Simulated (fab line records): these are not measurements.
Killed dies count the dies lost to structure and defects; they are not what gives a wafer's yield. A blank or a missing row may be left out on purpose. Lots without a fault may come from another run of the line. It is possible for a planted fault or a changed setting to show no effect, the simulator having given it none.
fab line records	flow sky130	part 1 of 2: steps 1 to 25 of 35
record lots=5	wafers=15	last-day=50
route steps=708 shown CAPM@542 METAL3@555 VIA3@573
lots with no fault: from the same line, run without faults
start-h: start of the lot's first displayed wafer, in hours after the record's first day	wait-h: hours since the lot's step before	" unchanged from the row above	L1.1+2: several wafers, shown together as one row	- no value, or no start was given	* or withheld: withheld	< > ~ a bound
route shown NAME@n: NAME is a module with steps in the file, n the number in the route of the first one	usual: mean and standard deviation over wafers with no fault	same: alike in all rows	chamber/n: place in a boat	sites: readings site by site	_std_site: the standard deviation of these	_edge_site: the outer-site mean with the inner-site mean subtracted	radius-mm: how far each site lies from the wafer's centre	mask NAME#n: copy n	behind: the last tool/chamber to shape the wafer	hold: cause of the lot's hold/its duration in hours/its outcome	device: names the non-switching transistor (n, p or np)	end of line: the same wafers' tests at the end of the route	for a step that has no rows: nothing shown but its recipe	killed: the dies lost at the first sort to structure and to defects; this is not the yield of the wafer	map: per-die view of a wafer (x killed, . not killed, _ where there is no die)
set.NAME: setting as actually run; set.NAME@STEP: the setting as run at that earlier step	model.NAME: the simulator's own value behind a step, which no gauge read
lots at some steps of the route; a table a step, a row a wafer
services: from which hour (start-h, from the record's first day; less than 0 if before it) a tool's chamber was out of use, for how many hours, and why
## steps
# step SKY_CAPM_DEHYDRATE_05
# recipe temp-c=200	time-s=60
# usual exhaust-pa=45.1/0.94
lot.wafer	tool	chamber	start-h	wait-h	exhaust-pa
L075.1	litho-track-02	0	856.14	12.7	44.7
L075.4	"	0	"	"	45.3
L075.6	"	0	"	"	45.8
L086.3	litho-track-03	0	954.16	11.6	44.4
L086.4	"	0	"	"	45.8
L086.5	"	0	"	"	44.5
L085.2	litho-track-04	0	955.81	11.8	44.8
L085.3	"	0	"	"	43.8
L085.4	"	0	"	"	44.2
L088.2	litho-track-03	0	967.49	11.4	45.6
L088.5	"	0	"	"	45.9
L088.6	"	0	"	"	44.4
L096.2	litho-track-03	0	1014.69	10.3	47.4
L096.3	"	0	"	"	46.4
L096.5	"	0	"	"	45.2
# step SKY_CAPM_HMDS_06
# recipe prime-time-s=60	prime-temp-c=120
# usual exhaust-pa=44.7/0.9
lot.wafer	tool	chamber	start-h	wait-h	exhaust-pa
L075.1	litho-track-02	0	856.29	0.1	45.9
L075.4	"	0	"	"	45.2
L075.6	"	0	"	"	45.5
L086.3	litho-track-03	0	954.31	0.1	46.6
L086.4	"	0	"	"	45.6
L086.5	"	0	"	"	45.9
L085.2	litho-track-04	0	955.96	0.1	43.5
L085.3	"	0	"	"	44.2
L085.4	"	0	"	"	44.0
L088.2	litho-track-03	0	967.64	0.1	44.7
L088.5	"	0	"	"	45.0
L088.6	"	0	"	"	45.7
L096.2	litho-track-03	0	1014.84	0.1	45.0
L096.3	"	0	"	"	44.5
L096.5	"	0	"	"	46.0
# step SKY_CAPM_COAT_07
# recipe resist=NOVOLAK	spin-rpm=3000	resist-thk-nm=1140
# usual exhaust-pa=45.1/0.93
lot.wafer	tool	chamber	start-h	wait-h	exhaust-pa
L075.1	litho-track-02	0	856.44	0.1	45.6
L075.4	"	0	"	"	45.4
L075.6	"	0	"	"	46.5
L086.3	litho-track-03	0	954.46	0.1	45.5
L086.4	"	0	"	"	44.7
L086.5	"	0	"	"	44.4
L085.2	litho-track-04	0	956.11	0.1	43.4
L085.3	"	0	"	"	44.8
L085.4	"	0	"	"	45.6
L088.2	litho-track-03	0	967.79	0.1	44.7
L088.5	"	0	"	"	46.3
L088.6	"	0	"	"	45.8
L096.2	litho-track-03	0	1014.99	0.1	45.7
L096.3	"	0	"	"	45.5
L096.5	"	0	"	"	44.7
# step SKY_CAPM_SOFTBAKE_08
# recipe temp-c=90	time-s=60	resist=NOVOLAK
# usual exhaust-pa=45.1/0.81
lot.wafer	tool	chamber	start-h	wait-h	exhaust-pa
L075.1	litho-track-02	0	856.59	0.1	45.8
L075.4	"	0	"	"	44.4
L075.6	"	0	"	"	46.2
L086.3	litho-track-03	0	954.61	0.1	45.1
L086.4	"	0	"	"	46.3
L086.5	"	0	"	"	44.7
L085.2	litho-track-04	0	956.26	0.1	43.6
L085.3	"	0	"	"	43.1
L085.4	"	0	"	"	43.4
L088.2	litho-track-03	0	967.94	0.1	44.9
L088.5	"	0	"	"	46.2
L088.6	"	0	"	"	45.2
L096.2	litho-track-03	0	1015.14	0.1	45.6
L096.3	"	0	"	"	45.4
L096.5	"	0	"	"	45.1
# step SKY_CAPM_EXPOSE_09
# recipe mask-id=CAPM	na=0.6	source-shape=conventional	sigma-outer=0.6	polarization=unpolarized	target-cd-nm=1000	dose-mj=159
lot.wafer	tool	chamber	start-h	wait-h	mask
L075.1+4+6	iline-stepper-02	0	-	-	CAPM#0
L086.3+4+5	iline-stepper-01	0	-	-	CAPM#0
L085.2+3+4	iline-stepper-01	0	-	-	CAPM#0
L088.2+5+6	iline-stepper-01	0	-	-	CAPM#0
L096.2+3+5	iline-stepper-02	0	-	-	CAPM#0
# step SKY_CAPM_PEB_10
# recipe temp-c=withheld	time-s=*	resist=NOVOLAK
# usual exhaust-pa=44.9/0.86
lot.wafer	tool	chamber	start-h	wait-h	exhaust-pa
L075.1	litho-track-03	0	-	-	45.1
L075.4	"	0	"	"	45.3
L075.6	"	0	"	"	44.8
L086.3	litho-track-04	0	-	-	45.0
L086.4	"	0	"	"	46.8
L086.5	"	0	"	"	46.1
L085.2	litho-track-04	0	-	-	45.1
L085.3	"	0	"	"	45.5
L085.4	"	0	"	"	44.8
L088.2	litho-track-02	0	-	-	43.6
L088.5	"	0	"	"	43.9
L088.6	"	0	"	"	45.3
L096.2	litho-track-03	0	-	-	44.2
L096.3	"	0	"	"	45.2
L096.5	"	0	"	"	45.0
# step SKY_CAPM_DEVELOP_11
# recipe resist=NOVOLAK	developer=TMAH	develop-time-s=60	dev-temp-c=23
# usual exhaust-pa=45.1/0.83
lot.wafer	tool	chamber	start-h	wait-h	exhaust-pa
L075.1	litho-track-03	0	869.16	0.1	44.4
L075.4	"	0	"	"	45.5
L075.6	"	0	"	"	44.6
L086.3	litho-track-04	0	966.03	0.1	43.4
L086.4	"	0	"	"	44.3
L086.5	"	0	"	"	46.0
L085.2	litho-track-04	0	967.76	0.1	44.1
L085.3	"	0	"	"	45.9
L085.4	"	0	"	"	44.7
L088.2	litho-track-02	0	980.22	0.1	45.8
L088.5	"	0	"	"	45.0
L088.6	"	0	"	"	46.8
L096.2	litho-track-03	0	1025.94	0.1	44.6
L096.3	"	0	"	"	45.0
L096.5	"	0	"	"	45.7
# step SKY_CAPM_OVL_MEAS_12
# usual CAPM_OVL=0.4/1.2
lot.wafer	tool	chamber	start-h	wait-h	CAPM_OVL[nm]
L075.1	overlay-01	-	869.31	0.1	1.2
L075.4	"	-	"	"	2.0
L075.6	"	-	"	"	1.3
L086.3	overlay-02	-	966.14	0.1	0.2
L086.4	"	-	"	"	0.6
L086.5	"	-	"	"	1.0
L085.2	overlay-01	-	967.89	0.1	-1.5
L085.3	"	-	"	"	-0.5
L085.4	"	-	"	"	-1.7
L088.2	overlay-01	-	980.35	0.1	1.7
L088.5	"	-	"	"	2.0
L088.6	"	-	"	"	1.9
L096.2	overlay-01	-	1026.07	0.1	0.9
L096.3	"	-	"	"	3.1
L096.5	"	-	"	"	-0.5
# step SKY_CAPM_METAL_ETCH_13
# recipe target-depth-nm=220	stop-on=SiO2	chemistry=Cl2/BCl3	target=TiN	pressure-mtorr=10	icp-w=900	bias-w=48.5	Cl2_flow_sccm=60	bcl3-flow-sccm=30	time-s=62.9
# usual drypump-motor-current-A=5.4/0.39	oes-product-au=0.940/0.0078	throttle-valve-pct=21.902/0.0096
lot.wafer	tool	chamber	start-h	wait-h	drypump-motor-current-A	oes-product-au	rf-hours-counter-h	throttle-valve-pct
L075.1	rie-metal-01	1	869.35	0.0	4.7	0.945	15	21.899
L075.4	"	0	"	"	5.3	0.937	-	21.891
L075.6	"	0	"	"	5.3	0.939	-	21.891
L086.3	rie-metal-02	0	966.19	0.0	5.5	0.939	-	21.894
L086.4	"	1	"	"	5.6	0.945	-	21.922
L086.5	"	0	"	"	5.5	0.943	-	21.896
L085.2	rie-metal-04	0	967.92	0.0	5.9	0.956	5	21.910
L085.3	"	0	"	"	5.9	0.940	-	21.896
L085.4	"	1	"	"	5.3	0.954	-	21.893
L088.2	rie-metal-01	0	980.38	0.0	5.3	0.947	4	21.900
L088.5	"	1	"	"	4.7	0.938	-	21.890
L088.6	"	0	"	"	5.3	0.959	-	21.879
L096.2	rie-metal-04	0	1026.10	0.0	5.9	0.945	9	21.895
L096.3	"	1	"	"	5.2	0.942	-	21.906
L096.5	"	0	"	"	5.9	0.947	-	21.896
# step SKY_CAPM_STRIP_14
# recipe chemistry=O2/N2	power-w=1400	pressure-mtorr=1500	platen-temp-c=withheld	o2-flow-sccm=3000	n2-flow-sccm=300	overash-fraction=0.5
# usual drypump-motor-current-A=5.5/0.53	n2-flow-sccm=300.1/0.93	oes-product-au=0.711/0.0044	strip-time-to-endpoint-s=12.65/0.042
lot.wafer	tool	chamber	start-h	wait-h	drypump-motor-current-A	n2-flow-sccm	oes-product-au	rf-hours-counter-h	strip-time-to-endpoint-s
L075.1	plasma-asher-03	0	869.43	0.1	4.9	300.3	0.701	73	12.69
L075.4	"	1	"	"	4.9	300.7	0.707	-	12.65
L075.6	"	1	"	"	4.9	300.2	0.710	-	12.63
L086.3	plasma-asher-02	1	966.28	0.1	6.4	300.1	0.716	-	12.64
L086.4	"	0	"	"	5.9	301.3	0.704	-	12.65
L086.5	"	0	"	"	5.8	300.7	0.711	-	12.61
L085.2	plasma-asher-04	1	967.99	0.1	5.2	298.9	0.710	54	12.66
L085.3	"	0	"	"	5.7	301.6	0.707	-	12.66
L085.4	"	1	"	"	5.2	299.2	0.712	-	12.65
L088.2	plasma-asher-04	1	980.46	0.1	5.2	298.7	0.712	56	12.62
L088.5	"	0	"	"	5.7	299.6	0.705	-	12.57
L088.6	"	1	"	"	5.2	299.4	0.710	-	12.62
L096.2	plasma-asher-04	0	1026.18	0.1	5.7	300.1	0.702	60	12.61
L096.3	"	1	"	"	5.2	300.6	0.716	-	12.58
L096.5	"	0	"	"	5.7	301.2	0.709	-	12.66
# step SKY_CAPM_STRIP_15
# recipe chemistry=post-etch-residue-remover	time-s=1200	temp-c=72.5
# usual bath-guard-temp-C=72.5/0.45
lot.wafer	tool	chamber	start-h	wait-h	bath-guard-temp-C
L075.1	wet-bench-01	2	869.53	0.1	72.4
L075.4	"	2	"	"	72.3
L075.6	"	2	"	"	72.4
L086.3	wet-bench-04	0	966.34	0.0	72.0
L086.4	"	0	"	"	72.2
L086.5	"	0	"	"	72.3
L085.2	wet-bench-04	2	968.09	0.1	72.1
L085.3	"	2	"	"	71.9
L085.4	"	2	"	"	72.5
L088.2	wet-bench-04	0	980.56	0.1	72.1
L088.5	"	0	"	"	72.3
L088.6	"	0	"	"	72.4
L096.2	wet-bench-02	1	1026.28	0.1	73.1
L096.3	"	1	"	"	73.0
L096.5	"	1	"	"	73.2
# step SKY_CAPM_CLEAN_16
# recipe chemistry=IPA	time-s=180	temp-c=25
lot.wafer	tool	chamber	start-h	wait-h
L075.1+4+6	wet-bench-04	1	869.90	0.0
L086.3+4+5	wet-bench-02	2	966.69	0.0
L085.2+3+4	wet-bench-02	2	968.44	0.0
L088.2+5+6	wet-bench-01	3	980.90	0.0
L096.2+3+5	wet-bench-01	0	1026.62	0.0
# step SKY_CAPM_CLEAN_17
# recipe chemistry=O3/DIW	dry=n2-spin
lot.wafer	tool	chamber	start-h	wait-h
L075.1+4+6	wet-bench-02	3	869.96	0.0
L086.3+4+5	wet-bench-04	2	966.75	0.0
L085.2+3+4	wet-bench-01	0	968.50	0.0
L088.2+5+6	wet-bench-02	3	980.96	0.0
L096.2+3+5	wet-bench-02	3	1026.68	0.0
# step SKY_METAL3_DEHYDRATE_05
# recipe temp-c=200	time-s=60
# usual exhaust-pa=44.8/0.88
lot.wafer	tool	chamber	start-h	wait-h	exhaust-pa
L075.1	litho-track-04	0	882.53	12.5	44.0
L075.4	"	0	"	"	43.5
L075.6	"	0	"	"	44.8
L086.3	litho-track-03	0	978.21	11.4	45.5
L086.4	"	0	"	"	44.2
L086.5	"	0	"	"	43.6
L085.2	litho-track-01	0	980.85	12.2	44.8
L085.3	"	0	"	"	45.2
L085.4	"	0	"	"	44.8
L088.2	litho-track-03	0	992.24	11.2	46.1
L088.5	"	0	"	"	45.9
L088.6	"	0	"	"	45.7
L096.2	litho-track-03	0	1037.49	10.7	44.9
L096.3	"	0	"	"	45.0
L096.5	"	0	"	"	44.1
# step SKY_METAL3_HMDS_06
# recipe prime-time-s=60	prime-temp-c=120
# usual exhaust-pa=44.8/0.88
lot.wafer	tool	chamber	start-h	wait-h	exhaust-pa
L075.1	litho-track-04	0	882.68	0.1	44.8
L075.4	"	0	"	"	43.6
L075.6	"	0	"	"	44.1
L086.3	litho-track-03	0	978.36	0.1	44.2
L086.4	"	0	"	"	45.5
L086.5	"	0	"	"	45.8
L085.2	litho-track-01	0	981.00	0.1	44.7
L085.3	"	0	"	"	44.7
L085.4	"	0	"	"	46.0
L088.2	litho-track-03	0	992.39	0.1	43.8
L088.5	"	0	"	"	43.9
L088.6	"	0	"	"	43.9
L096.2	litho-track-03	0	1037.64	0.1	44.0
L096.3	"	0	"	"	45.0
L096.5	"	0	"	"	45.0
# step SKY_METAL3_COAT_07
# recipe resist=BARC	temp-c=withheld	time-s=withheld	spin-rpm=3000	resist-thk-nm=60
# usual exhaust-pa=44.8/0.81
lot.wafer	tool	chamber	start-h	wait-h	exhaust-pa
L075.1	litho-track-04	0	882.83	0.1	43.1
L075.4	"	0	"	"	45.1
L075.6	"	0	"	"	45.8
L086.3	litho-track-03	0	978.51	0.1	45.0
L086.4	"	0	"	"	45.3
L086.5	"	0	"	"	44.7
L085.2	litho-track-01	0	981.15	0.1	44.6
L085.3	"	0	"	"	45.4
L085.4	"	0	"	"	44.3
L088.2	litho-track-03	0	992.54	0.1	44.4
L088.5	"	0	"	"	44.4
L088.6	"	0	"	"	44.8
L096.2	litho-track-03	0	1037.79	0.1	45.0
L096.3	"	0	"	"	45.2
L096.5	"	0	"	"	44.1
# step SKY_METAL3_COAT_08
# recipe resist=KrF-thick	spin-rpm=3000	resist-thk-nm=1140
# usual exhaust-pa=45.0/0.84
lot.wafer	tool	chamber	start-h	wait-h	exhaust-pa
L075.1	litho-track-04	0	-	-	44.1
L075.4	"	0	"	"	44.2
L075.6	"	0	"	"	45.7
L086.3	litho-track-03	0	-	-	44.1
L086.4	"	0	"	"	44.0
L086.5	"	0	"	"	44.7
L085.2	litho-track-01	0	-	-	44.4
L085.3	"	0	"	"	45.4
L085.4	"	0	"	"	45.1
L088.2	litho-track-03	0	-	-	44.9
L088.5	"	0	"	"	44.5
L088.6	"	0	"	"	46.8
L096.2	litho-track-03	0	-	-	43.5
L096.3	"	0	"	"	44.3
L096.5	"	0	"	"	44.6
# step SKY_METAL3_SOFTBAKE_09
# recipe temp-c=100	time-s=90	resist=KrF-thick
# usual exhaust-pa=45.0/0.92
lot.wafer	tool	chamber	start-h	wait-h	exhaust-pa
L075.1	litho-track-04	0	-	-	43.9
L075.4	"	0	"	"	45.6
L075.6	"	0	"	"	44.9
L086.3	litho-track-03	0	-	-	44.7
L086.4	"	0	"	"	44.0
L086.5	"	0	"	"	44.7
L085.2	litho-track-01	0	-	-	46.2
L085.3	"	0	"	"	44.7
L085.4	"	0	"	"	47.4
L088.2	litho-track-03	0	-	-	43.8
L088.5	"	0	"	"	44.3
L088.6	"	0	"	"	45.7
L096.2	litho-track-03	0	-	-	45.7
L096.3	"	0	"	"	45.4
L096.5	"	0	"	"	46.9
# step SKY_METAL3_EXPOSE_10
# recipe mask-id=MM3	na=0.68	source-shape=annular	sigma-inner=0.4	sigma-outer=0.8	target-cd-nm=300	dose-mj=28
lot.wafer	tool	chamber	start-h	wait-h	mask
L075.1+4+6	krf-scanner-02	0	-	-	MM3#0
L086.3+4+5	krf-scanner-02	0	-	-	MM3#0
L085.2+3+4	krf-scanner-02	0	-	-	MM3#0
L088.2+5+6	krf-scanner-02	0	-	-	MM3#0
L096.2+3+5	krf-scanner-02	0	-	-	MM3#0
# step SKY_METAL3_PEB_11
# recipe peb-temp-c=withheld	peb-time-s=withheld	resist=KrF-thick
# usual exhaust-pa=44.9/0.81
lot.wafer	tool	chamber	start-h	wait-h	exhaust-pa
L075.1	litho-track-04	0	-	-	43.4
L075.4	"	0	"	"	43.8
L075.6	"	0	"	"	42.9
L086.3	litho-track-01	0	-	-	43.6
L086.4	"	0	"	"	45.3
L086.5	"	0	"	"	44.5
L085.2	litho-track-03	0	-	-	45.0
L085.3	"	0	"	"	44.9
L085.4	"	0	"	"	43.5
L088.2	litho-track-04	0	-	-	45.1
L088.5	"	0	"	"	45.8
L088.6	"	0	"	"	45.7
L096.2	litho-track-01	0	-	-	44.9
L096.3	"	0	"	"	45.6
L096.5	"	0	"	"	45.6
# step SKY_METAL3_DEVELOP_12
# recipe develop-time-s=60	resist=KrF-thick	dev-temp-c=21.7
# usual exhaust-pa=44.8/0.94
lot.wafer	tool	chamber	start-h	wait-h	exhaust-pa
L075.1	litho-track-04	0	-	-	44.4
L075.4	"	0	"	"	43.2
L075.6	"	0	"	"	44.0
L086.3	litho-track-01	0	-	-	45.8
L086.4	"	0	"	"	45.6
L086.5	"	0	"	"	44.9
L085.2	litho-track-03	0	-	-	44.4
L085.3	"	0	"	"	44.0
L085.4	"	0	"	"	45.5
L088.2	litho-track-04	0	-	-	43.6
L088.5	"	0	"	"	44.0
L088.6	"	0	"	"	45.0
L096.2	litho-track-01	0	-	-	43.6
L096.3	"	0	"	"	44.1
L096.5	"	0	"	"	42.9
# step SKY_METAL3_CD_MEAS_13
# recipe target-cd-nm=300
# usual cd-nm=299.6/1.6
lot.wafer	tool	chamber	start-h	wait-h	cd-nm
L075.1	cd-sem-02	-	895.83	-	299.3
L075.4	"	-	"	"	300.2
L075.6	"	-	"	"	298.8
L086.3	cd-sem-01	-	990.56	-	300.5
L086.4	"	-	"	"	300.1
L086.5	"	-	"	"	300.1
L085.2	cd-sem-02	-	993.38	-	297.8
L085.3	"	-	"	"	297.7
L085.4	"	-	"	"	299.3
L088.2	cd-sem-02	-	1004.40	-	297.9
L088.5	"	-	"	"	297.8
L088.6	"	-	"	"	297.2
L096.2	cd-sem-01	-	1049.04	-	300.1
L096.3	"	-	"	"	300.5
L096.5	"	-	"	"	302.6
# step SKY_METAL3_OVL_MEAS_14
# usual METAL3_OVL=3/5.6
lot.wafer	tool	chamber	start-h	wait-h	METAL3_OVL[nm]
L075.1	overlay-02	-	895.95	0.1	1
L075.4	"	-	"	"	6
L075.6	"	-	"	"	6
L086.3	overlay-01	-	990.65	0.1	-6
L086.4	"	-	"	"	1
L086.5	"	-	"	"	-3
L085.2	overlay-01	-	993.49	0.1	4
L085.3	"	-	"	"	7
L085.4	"	-	"	"	6
L088.2	overlay-02	-	1004.51	0.1	4
L088.5	"	-	"	"	3
L088.6	"	-	"	"	-2
L096.2	overlay-01	-	1049.15	0.1	1
L096.3	"	-	"	"	10
L096.5	"	-	"	"	7
# step SKY_METAL3_DESCUM_15
# recipe chemistry=O2	source-power-w=150	bias-power-w=0	pressure-mtorr=10	temp-c=40	time-s=8
# usual drypump-motor-current-A=5.2/0.4	oes-product-au=0.999/0.0071
lot.wafer	tool	chamber	start-h	wait-h	drypump-motor-current-A	oes-product-au	rf-hours-counter-h
L075.1	rie-metal-01	0	895.99	0.0	5.3	1.000	18
L075.4	"	0	"	"	5.3	1.008	-
L075.6	"	1	"	"	4.7	0.987	-
L086.3	rie-metal-01	0	990.69	0.0	5.3	1.001	-
L086.4	"	1	"	"	4.7	0.996	-
L086.5	"	0	"	"	5.3	1.002	-
L085.2	rie-metal-01	1	993.52	0.0	4.7	1.001	2
L085.3	"	1	"	"	4.7	0.994	-
L085.4	"	0	"	"	5.3	0.997	-
L088.2	rie-metal-04	0	1004.54	0.0	5.9	0.989	8
L088.5	"	1	"	"	5.3	0.992	-
L088.6	"	0	"	"	5.9	1.004	-
L096.2	rie-metal-04	0	1049.18	0.0	5.9	0.998	10
L096.3	"	1	"	"	5.3	1.000	-
L096.5	"	1	"	"	5.3	0.989	-
# step SKY_METAL3_ETCH_16
# recipe chemistry=N2/H2	target=BARC	ion-energy-ev=200	bias-w=100	pressure-mtorr=30	n2-flow-sccm=100	h2-flow-sccm=200	icp-w=500	stop-on=SiO2	time-s=88.2	target-depth-a=600
# usual drypump-motor-current-A=5.2/0.4	h2-flow-sccm=200.1/0.65	n2-flow-sccm=99.99/0.28	oes-product-au=0.626/0.005	throttle-valve-pct=13.204/0.0092
lot.wafer	tool	chamber	start-h	wait-h	drypump-motor-current-A	h2-flow-sccm	n2-flow-sccm	oes-product-au	rf-hours-counter-h	throttle-valve-pct
L075.1	rie-metal-01	0	896.02	0.0	5.3	200.6	100.21	0.635	18	13.190
L075.4	"	0	"	"	5.3	201.0	99.98	0.626	-	13.212
L075.6	"	1	"	"	4.7	200.0	99.86	0.628	-	13.206
L086.3	rie-metal-01	0	990.74	0.0	5.3	199.6	100.19	0.614	-	13.201
L086.4	"	1	"	"	4.7	199.8	99.51	0.617	-	13.213
L086.5	"	0	"	"	5.3	199.2	100.06	0.619	-	13.191
L085.2	rie-metal-01	1	993.55	0.0	4.7	199.6	99.88	0.628	2	13.198
L085.3	"	1	"	"	4.7	201.0	100.20	0.631	-	13.204
L085.4	"	0	"	"	5.3	199.7	99.88	0.632	-	13.210
L088.2	rie-metal-04	0	1004.57	0.0	5.9	201.6	99.75	0.623	8	13.206
L088.5	"	1	"	"	5.3	200.2	100.18	0.627	-	13.209
L088.6	"	0	"	"	5.9	201.6	99.64	0.630	-	13.206
L096.2	rie-metal-04	0	1049.21	0.0	5.9	199.8	100.04	0.625	10	13.206
L096.3	"	1	"	"	5.3	199.8	99.91	0.615	-	13.214
L096.5	"	1	"	"	5.2	200.5	100.19	0.631	-	13.209
